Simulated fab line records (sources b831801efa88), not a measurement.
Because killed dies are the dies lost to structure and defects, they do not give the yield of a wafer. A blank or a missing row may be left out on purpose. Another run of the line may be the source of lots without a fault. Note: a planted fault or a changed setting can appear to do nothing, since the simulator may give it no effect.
Which tool is to blame? || flow sky130 || 12 lots with 36 wafers sampled at 4 steps, on a route of 708 steps

## WHAT EACH GAUGE READ, for each wafer
SKY_VIA4_THK_MEAS_01.
{"lot": "L999", "measured": "day 42 12:28", "on": "film metro-03", "VIA4_HDPCVD_THK (nm)": "1766 1774 1756"}
{"lot": "L101", "measured": "day 42 23:59", "on": "film metro-02", "VIA4_HDPCVD_THK (nm)": "1753 1747 1776"}
{"lot": "L105", "measured": "day 44 00:34", "on": "film metro-04", "VIA4_HDPCVD_THK (nm)": "1738 1738 1735"}
{"lot": "L109", "measured": "day 45 08:47", "on": "film metro-03", "VIA4_HDPCVD_THK (nm)": "1752 1733 1749"}
{"lot": "L111", "measured": "day 45 19:07", "on": "film metro-04", "VIA4_HDPCVD_THK (nm)": "1742 1746 1743"}
{"lot": "L113", "measured": "day 46 10:21", "on": "film metro-03", "VIA4_HDPCVD_THK (nm)": "1736 1735 1747"}
{"lot": "L114", "measured": "day 46 14:31", "on": "film metro-02", "VIA4_HDPCVD_THK (nm)": "1744 1739 1750"}
{"lot": "L116", "measured": "day 47 01:48", "on": "film metro-03", "VIA4_HDPCVD_THK (nm)": "1722 1718 1740"}
{"lot": "L117", "measured": "day 47 05:57", "on": "film metro-02", "VIA4_HDPCVD_THK (nm)": "1747 1730 1742"}
{"lot": "L118", "measured": "day 47 06:30", "on": "film metro-03", "VIA4_HDPCVD_THK (nm)": "1725 1757 1729"}
{"lot": "L119", "measured": "day 47 13:55", "on": "film metro-04", "VIA4_HDPCVD_THK (nm)": "1724 1718 1722"}
{"lot": "L120", "measured": "day 47 20:31", "on": "film metro-03", "VIA4_HDPCVD_THK (nm)": "1722 1713 1696"}

SKY_PASSIVATION_THK_MEAS_01.
{"lot": "L999", "measured": "day 44 12:01", "on": "film metro-03", "PASSIVATION_CVD_00_THK (nm)": "89.0 89.1 88.9"}
{"lot": "L101", "measured": "day 44 23:08", "on": "film metro-01", "PASSIVATION_CVD_00_THK (nm)": "90.5 91.6 91.4"}
{"lot": "L105", "measured": "day 45 22:50", "on": "film metro-04", "PASSIVATION_CVD_00_THK (nm)": "87.5 89.0 89.3"}
{"lot": "L109", "measured": "day 47 05:56", "on": "film metro-03", "PASSIVATION_CVD_00_THK (nm)": "90.0 90.4 91.9"}
{"lot": "L111", "measured": "day 47 14:30", "on": "film metro-04", "PASSIVATION_CVD_00_THK (nm)": "87.8 88.6 89.8"}
{"lot": "L113", "measured": "day 48 04:55", "on": "film metro-04", "PASSIVATION_CVD_00_THK (nm)": "89.8 90.1 91.0"}
{"lot": "L114", "measured": "day 48 09:21", "on": "film metro-01", "PASSIVATION_CVD_00_THK (nm)": "88.5 89.9 89.9"}
{"lot": "L116", "measured": "day 48 17:23", "on": "film metro-01", "PASSIVATION_CVD_00_THK (nm)": "89.4 88.2 91.6"}
{"lot": "L117", "measured": "day 48 22:58", "on": "film metro-01", "PASSIVATION_CVD_00_THK (nm)": "89.0 88.4 89.9"}
{"lot": "L118", "measured": "day 49 00:24", "on": "film metro-03", "PASSIVATION_CVD_00_THK (nm)": "89.1 87.6 90.9"}
{"lot": "L119", "measured": "day 49 06:25", "on": "film metro-03", "PASSIVATION_CVD_00_THK (nm)": "88.7 87.9 88.8"}
{"lot": "L120", "measured": "day 49 11:41", "on": "film metro-01", "PASSIVATION_CVD_00_THK (nm)": "92.0 90.3 91.7"}

## WHAT TOOL EACH LOT RAN ON (gives the tool, then ch and the chambers of the sampled wafers, and finally the start)
{"lot": "L999", "SKY_METAL3_SPUTTER_02": "pvd sputter-04, day 37 05:32", "SKY_METAL5_SPUTTER_03": "pvd sputter-01, day 43 12:21"}
{"lot": "L101", "SKY_METAL3_SPUTTER_02": "pvd sputter-02, day 37 17:04", "SKY_METAL5_SPUTTER_03": "pvd sputter-03, day 44 00:28"}
{"lot": "L105", "SKY_METAL3_SPUTTER_02": "pvd sputter-02, day 38 18:22", "SKY_METAL5_SPUTTER_03": "pvd sputter-03, day 45 00:36"}
{"lot": "L109", "SKY_METAL3_SPUTTER_02": "pvd sputter-02, day 40 05:52", "SKY_METAL5_SPUTTER_03": "pvd sputter-01, day 46 08:41"}
{"lot": "L111", "SKY_METAL3_SPUTTER_02": "pvd sputter-04, day 40 18:28", "SKY_METAL5_SPUTTER_03": "pvd sputter-03, day 46 16:41"}
{"lot": "L113", "SKY_METAL3_SPUTTER_02": "pvd sputter-04, day 41 10:31", "SKY_METAL5_SPUTTER_03": "pvd sputter-03, day 47 08:15"}
{"lot": "L114", "SKY_METAL3_SPUTTER_02": "pvd sputter-04, day 41 15:14", "SKY_METAL5_SPUTTER_03": "pvd sputter-03, day 47 13:13"}
{"lot": "L116", "SKY_METAL3_SPUTTER_02": "pvd sputter-04, day 42 07:17", "SKY_METAL5_SPUTTER_03": "pvd sputter-03, day 47 22:55"}
{"lot": "L117", "SKY_METAL3_SPUTTER_02": "pvd sputter-02, day 42 09:31", "SKY_METAL5_SPUTTER_03": "pvd sputter-01, day 48 03:13"}
{"lot": "L118", "SKY_METAL3_SPUTTER_02": "pvd sputter-04, day 42 09:48", "SKY_METAL5_SPUTTER_03": "pvd sputter-04, day 48 04:07"}
{"lot": "L119", "SKY_METAL3_SPUTTER_02": "pvd sputter-04, day 42 19:08", "SKY_METAL5_SPUTTER_03": "pvd sputter-04, day 48 10:51"}
{"lot": "L120", "SKY_METAL3_SPUTTER_02": "pvd sputter-02, day 43 03:14", "SKY_METAL5_SPUTTER_03": "pvd sputter-04, day 48 16:40"}
- SKY_METAL3_SPUTTER_02: material AlCu, target thk 735 nm, time 39.1 s.
- SKY_METAL5_SPUTTER_03: material Ti, target thk 5 nm, time 3.3 s.

## AS READ BY THE TOOLS THEMSELVES (means over the sampled wafers that have a number; for cases with no such wafer, the mark the record gives instead)
SKY_METAL3_SPUTTER_02.
{"lot": "L999", "tool": "pvd sputter-04", "throttle valve pct (%)": 30.4}
{"lot": "L101", "tool": "pvd sputter-02", "throttle valve pct (%)": 29.5}
{"lot": "L105", "tool": "pvd sputter-02", "throttle valve pct (%)": 29.3}
{"lot": "L109", "tool": "pvd sputter-02", "throttle valve pct (%)": 29.2}
{"lot": "L111", "tool": "pvd sputter-04", "throttle valve pct (%)": 30.7}
{"lot": "L113", "tool": "pvd sputter-04", "throttle valve pct (%)": 30.8}
{"lot": "L114", "tool": "pvd sputter-04", "throttle valve pct (%)": 30.2}
{"lot": "L116", "tool": "pvd sputter-04", "throttle valve pct (%)": 30.3}
{"lot": "L117", "tool": "pvd sputter-02", "throttle valve pct (%)": 29.7}
{"lot": "L118", "tool": "pvd sputter-04", "throttle valve pct (%)": 30.3}
{"lot": "L119", "tool": "pvd sputter-04", "throttle valve pct (%)": 29.6}
{"lot": "L120", "tool": "pvd sputter-02", "throttle valve pct (%)": 29.1}

SKY_METAL5_SPUTTER_03.
{"lot": "L999", "tool": "pvd sputter-01", "throttle valve pct (%)": 30.0}
{"lot": "L101", "tool": "pvd sputter-03", "throttle valve pct (%)": 31.5}
{"lot": "L105", "tool": "pvd sputter-03", "throttle valve pct (%)": 31.0}
{"lot": "L109", "tool": "pvd sputter-01", "throttle valve pct (%)": 30.1}
{"lot": "L111", "tool": "pvd sputter-03", "throttle valve pct (%)": 31.8}
{"lot": "L113", "tool": "pvd sputter-03", "throttle valve pct (%)": 31.6}
{"lot": "L114", "tool": "pvd sputter-03", "throttle valve pct (%)": 31.2}
{"lot": "L116", "tool": "pvd sputter-03", "throttle valve pct (%)": 31.3}
{"lot": "L117", "tool": "pvd sputter-01", "throttle valve pct (%)": 29.2}
{"lot": "L118", "tool": "pvd sputter-04", "throttle valve pct (%)": 30.2}
{"lot": "L119", "tool": "pvd sputter-04", "throttle valve pct (%)": 30.3}
{"lot": "L120", "tool": "pvd sputter-04", "throttle valve pct (%)": 30.1}

## THE ANSWER, worked out from the rows above alone
Rule: what is usual is taken from the lots themselves. Put in order of their means at a reading, lots are off if they are a third of the lots or fewer, leave a main group of 4 or more, and stand apart from it by a gap of 3 or more times the standard deviation of the main group's means; of several such gaps the widest counts. Not used: any main group whose means are identical at the precision the tables above print for the reading. Also off: a lot with no number at a reading for which 4 or more lots have one. Any other lot the step has rows for is counted as sound. First the gauges in route order, then the tools' own readings, where a lot's mean is used as printed above. The first step at which some lot is off is used, and at that step the reading that is off furthest; a lot without a number counts as furthest.
No lot is off on any of the readings shown, so nothing can be concluded from this.

## WHAT WAS PUT IN BY THE SIMULATOR
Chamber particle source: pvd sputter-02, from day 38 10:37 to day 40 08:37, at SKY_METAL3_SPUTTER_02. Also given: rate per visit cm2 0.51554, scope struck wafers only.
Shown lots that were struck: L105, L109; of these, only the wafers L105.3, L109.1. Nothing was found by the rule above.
